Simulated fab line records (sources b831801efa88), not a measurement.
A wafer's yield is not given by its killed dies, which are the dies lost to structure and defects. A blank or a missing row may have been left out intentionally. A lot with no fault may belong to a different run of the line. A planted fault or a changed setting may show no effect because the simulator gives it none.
Matching of chambers | flow gf180mcu | 4 sister chambers for GF_V1_CMP_26 on cmp-01
The step polishes, stops on SiO2, t overpolish 15 s, target thk 0 nm. 8 wafers are shown with their chamber, then 12 later ones without.

WAFERS PAIRED WITH THEIR CHAMBERS
wafer  | chamber | motor current A (A) | time to endpoint s (s)
L083.6 | 3       | 12.2                | 79
L084.5 | 2       | 9.8                 | 76
L084.6 | 3       | 11.9                | 82
L086.4 | 1       | 10.9                | 84
L086.5 | 2       | 10.2                | 81
L087.1 | 0       | 9.6                 | 91
L087.2 | 1       | 11.3                | 84
L087.6 | 0       | 10.3                | 88

WAFERS WITH NO CHAMBER GIVEN
wafer  | motor current A (A) | time to endpoint s (s)
L088.1 | 10.2                | 88
L088.2 | 11.6                | 77
L088.4 | 12.8                | 78
L090.3 | 10.1                | 84
L090.5 | 11.1                | 79
L090.6 | 9.4                 | 85
L095.3 | 9.7                 | 89
L095.4 | 10.2                | 93
L095.5 | 11.3                | 91
L097.1 | 9.9                 | 81
L097.5 | 12.8                | 82
L097.6 | 10.2                | 86

WHICH CHAMBER EACH ONE RAN IN
wafer  | from the rows above          | in truth
L088.1 | 0                            | 0
L088.2 | can't be placed: 3 or 1      | 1
L088.4 | 3                            | 3
L090.3 | can't be placed: 2 or 0 or 1 | 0
L090.5 | can't be placed: 1 or 3 or 2 | 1
L090.6 | can't be placed: 0 or 2      | 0
L095.3 | 0                            | 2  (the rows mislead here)
L095.4 | 0                            | 0
L095.5 | can't be placed: 1 or 0 or 3 | 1
L097.1 | 2                            | 2
L097.5 | 3                            | 3
L097.6 | can't be placed: 0 or 1 or 2 | 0
Correctly placed: 5 of 12. Not placeable from these rows: 6 (in 6, the candidates include the true chamber). 1 placed wrongly.
How it was worked out, from the rows above alone: a wafer's distance from a chamber is the root of the sum, over the readings, of the square of ((its reading less the chamber's mean) divided by the reading's scatter). If the next closest chamber is less than 2 further off than the closest, the wafer can't be placed; otherwise it belongs to the closest. For every chamber, the mean is computed from those of its wafers that are shown. The scatter: take each reading less its chamber's mean, square it, sum over the shown wafers, divide by the number of wafers less the number of chambers, and take the root.
